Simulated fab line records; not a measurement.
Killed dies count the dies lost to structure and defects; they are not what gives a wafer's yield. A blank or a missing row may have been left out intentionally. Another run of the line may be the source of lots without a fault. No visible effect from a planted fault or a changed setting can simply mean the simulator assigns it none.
Check for tools in common | flow gf180mcu | 12 lots and 42 wafers in the sample

WHY IT WAS OPENED
At GF_HV_LDD_RS_MEAS_53 the reading HV_LDD_RS is flagged on 2 of 12 lots. Fault-free wafers read 418.3 ohm/sq, with a standard deviation of 0.92.
Rule: a lot is flagged when every wafer of it that has a number lies more than 4 standard deviations from that mean, or none has a number. All remaining lots are regarded as sound.

lot  | measured     | on            | HV_LDD_RS (ohm/sq), wafer by wafer  | flag
L593 | day 12 11:34 | film-metro-04 | 419.2 418.4 418.4                   |
L597 | day 14 03:46 | film-metro-03 | 419.0 418.1 417.5                   |
L598 | day 14 13:04 | film-metro-01 | 423.9 424.5 424.7 423.9 424.8 424.1 | FLAGGED
L599 | day 14 22:02 | film-metro-04 | 426.2 427.3 426.3 427.0 426.7 426.1 | FLAGGED
L607 | day 17 11:46 | film-metro-03 | 417.6 417.6 418.0                   |
L608 | day 17 14:05 | film-metro-04 | 419.9 418.5 420.6                   |
L609 | day 18 01:34 | film-metro-03 | 419.0 418.9 419.8                   |
L610 | day 18 16:23 | film-metro-03 | 418.6 419.6 418.7                   |
L611 | day 18 21:58 | film-metro-01 | 419.4 419.0 418.2                   |
L613 | day 19 11:52 | film-metro-03 | 418.7 418.8 417.8                   |
L614 | day 19 20:10 | film-metro-01 | 418.5 418.5 417.0                   |
L615 | day 20 05:40 | film-metro-01 | 416.9 417.2 418.0                   |
The numbers of the flagged lots are 425.5 ohm/sq on average: +7.2 ohm/sq against the usual, or +8 standard deviations.

WHICH TOOL RAN EACH LOT
The record holds 3 process steps before the reading, out of a route of 602 steps. Every cell lists first the tool, next ch and the chambers used by the sampled wafers, and last the start.
lot  | flag    | GF_MVPSD_STRIP_10                    | GF_HV_LDD_IMPLANT_09            | GF_HV_LDD_STRIP_49
L593 |         | plasma-asher-02 ch 0,1, day 5 05:44  | implanter-03 ch 0, day 10 00:51 | plasma-asher-01 ch 0,1, day 12 11:16
L597 |         | plasma-asher-03 ch 0,1, day 6 08:35  | implanter-04 ch 0, day 11 14:00 | plasma-asher-02 ch 0,1, day 14 03:30
L598 | FLAGGED | plasma-asher-01 ch 0,1, day 6 16:58  | implanter-04 ch 0, day 11 22:43 | plasma-asher-02 ch 1, day 14 12:43
L599 | FLAGGED | plasma-asher-01 ch 0,1, day 6 20:58  | implanter-04 ch 0, day 12 06:06 | plasma-asher-01 ch 1, day 14 21:45
L607 |         | plasma-asher-03 ch 0,1, day 8 17:10  | implanter-01 ch 0, day 14 15:01 | plasma-asher-03 ch 1, day 17 11:22
L608 |         | plasma-asher-01 ch 0,1, day 8 22:54  | implanter-03 ch 0, day 14 18:15 | plasma-asher-01 ch 0,1, day 17 13:48
L609 |         | plasma-asher-03 ch 0,1, day 9 06:02  | implanter-01 ch 0, day 15 05:34 | plasma-asher-03 ch 0,1, day 18 01:17
L610 |         | plasma-asher-01 ch 0, day 9 16:06    | implanter-01 ch 0, day 15 18:27 | plasma-asher-03 ch 0,1, day 18 16:04
L611 |         | plasma-asher-02 ch 0,1, day 9 20:09  | implanter-01 ch 0, day 15 23:41 | plasma-asher-03 ch 0,1, day 18 21:42
L613 |         | plasma-asher-03 ch 0,1, day 10 04:43 | implanter-04 ch 0, day 16 11:59 | plasma-asher-02 ch 0,1, day 19 11:34
L614 |         | plasma-asher-03 ch 0,1, day 10 12:36 | implanter-03 ch 0, day 16 20:18 | plasma-asher-02 ch 0,1, day 19 19:52
L615 |         | plasma-asher-03 ch 0,1, day 10 19:35 | implanter-01 ch 0, day 17 05:27 | plasma-asher-02 ch 0,1, day 20 05:23
What the steps here do:
- GF_MVPSD_STRIP_10: strips in O2/N2.
- GF_HV_LDD_IMPLANT_09
- GF_HV_LDD_STRIP_49: strips in O2/N2.
- GF_HV_LDD_RS_MEAS_53: measures by four-point-probe.

FLAGGED OVER TOTAL, TOOL BY TOOL (the gauges that took the reading come last)
step                 | tool            | lots run | flagged | share of the flagged lots | sound lots run after its first flagged lot
GF_MVPSD_STRIP_10    | plasma-asher-01 | 4        | 2       | all                       | 2 (L608,L610)
GF_MVPSD_STRIP_10    | plasma-asher-02 | 2        | 0       | none                      | -
GF_MVPSD_STRIP_10    | plasma-asher-03 | 6        | 0       | none                      | -
GF_HV_LDD_IMPLANT_09 | implanter-01    | 5        | 0       | none                      | -
GF_HV_LDD_IMPLANT_09 | implanter-03    | 3        | 0       | none                      | -
GF_HV_LDD_IMPLANT_09 | implanter-04    | 4        | 2       | all                       | 1 (L613)
GF_HV_LDD_STRIP_49   | plasma-asher-01 | 3        | 1       | some                      | 1 (L608)
GF_HV_LDD_STRIP_49   | plasma-asher-02 | 5        | 1       | some                      | 3 (L613,L614,L615)
GF_HV_LDD_STRIP_49   | plasma-asher-03 | 4        | 0       | none                      | -
GF_HV_LDD_RS_MEAS_53 | film-metro-01   | 4        | 1       | some                      | 3 (L611,L614,L615)
GF_HV_LDD_RS_MEAS_53 | film-metro-03   | 5        | 0       | none                      | -
GF_HV_LDD_RS_MEAS_53 | film-metro-04   | 3        | 1       | some                      | 1 (L608)

WHAT THE TABLE ALLOWS
Rows of the table that ran all the flagged lots, 2 in number: plasma-asher-01 at GF_MVPSD_STRIP_10; implanter-04 at GF_HV_LDD_IMPLANT_09.
- plasma-asher-01 at GF_MVPSD_STRIP_10: 2 of its 4 lots flagged. After the first flagged lot (L608, L610), sound lots still ran on it; a lasting fault on the whole tool would not permit that.
- implanter-04 at GF_HV_LDD_IMPLANT_09: 2 of its 4 lots flagged. After the first flagged lot (L613), sound lots still ran on it; a lasting fault on the whole tool would not permit that.
Every row of the table either missed a flagged lot or ran a sound lot after the first.

WHAT WAS PUT IN BY THE SIMULATOR
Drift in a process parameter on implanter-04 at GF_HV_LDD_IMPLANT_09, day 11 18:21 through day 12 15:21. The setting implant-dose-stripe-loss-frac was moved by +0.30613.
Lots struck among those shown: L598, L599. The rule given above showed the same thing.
